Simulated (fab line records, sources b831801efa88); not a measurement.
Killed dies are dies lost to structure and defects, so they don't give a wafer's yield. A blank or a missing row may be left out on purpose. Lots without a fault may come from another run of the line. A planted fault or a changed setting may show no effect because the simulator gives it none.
One fault seen from 2 desks | flow gf180mcu | each desk has only its own numbers; what lay behind them comes last

THE METROLOGY DESK
What the gauges read, lot by lot, whatever tool the lot ran on: means of the sampled wafers that have a number. A lot is out of limits, marked OUT, if its mean lies more than 4 standard deviations from the usual mean; the brackets give that distance.
Columns: A = TOP_METAL_ALCU_RS at GF_TOP_METAL_RS_MEAS_05, usual 0.0329 ohm/sq; B = TOP_METAL_ALCU_THK at GF_TOP_METAL_THK_MEAS_06, usual 911 nm; C = cd_nm at GF_TOP_METAL_CD_MEAS_14, usual 440.0 nm; D = TOP_METAL_OVL at GF_TOP_METAL_OVL_MEAS_15, usual 0.0 nm
lot  | first seen here | A      | B   | C     | D
L378 | day 28 08:41    | 0.0328 | 918 | 441.5 | -1.4
L386 | day 30 09:41    | 0.0327 | 915 | 441.6 | 0.5
L392 | day 31 22:25    | 0.0328 | 913 | 441.9 | -2.2
L393 | day 32 09:44    | 0.0329 | 903 | 437.0 | 0.7
L397 | day 33 09:25    | 0.0328 | 905 | 438.3 | 0.7
L399 | day 33 12:58    | 0.0331 | 909 | 439.3 | -0.8
This desk's finding: nothing out of limits on any of the 6 lots.

THE TOOL OWNER'S DESK: plasma_asher-01
The tool's own readings at GF_TOP_METAL_STRIP_17 (strips in O2/N2): means of the sampled wafers that have a number, for each lot that ran on this tool. A lot is out of limits, marked OUT, if its mean lies more than 4 standard deviations from the usual mean; the brackets give that distance.
Columns: A = chamber_pressure_mTorr at GF_TOP_METAL_STRIP_17, usual 1500.1 mTorr; B = drypump_motor_current_A at GF_TOP_METAL_STRIP_17, usual 5.9 A; C = heater_power_w at GF_TOP_METAL_STRIP_17, usual 334 W; D = oes_product_au at GF_TOP_METAL_STRIP_17, usual 0.710 a.u.; E = strip_time_to_endpoint_s at GF_TOP_METAL_STRIP_17, usual 13.40 s
lot  | first seen here | A      | B   | C   | D     | E
L386 | day 31 04:06    | 1499.5 | 5.7 | 335 | 0.714 | 13.44
This desk's finding: nothing out of limits on the one lot.

PUT TOGETHER
The metrology desk saw nothing out of limits.
The tool owner's desk saw nothing out of limits.

WHAT THE SIMULATOR HAD PUT IN
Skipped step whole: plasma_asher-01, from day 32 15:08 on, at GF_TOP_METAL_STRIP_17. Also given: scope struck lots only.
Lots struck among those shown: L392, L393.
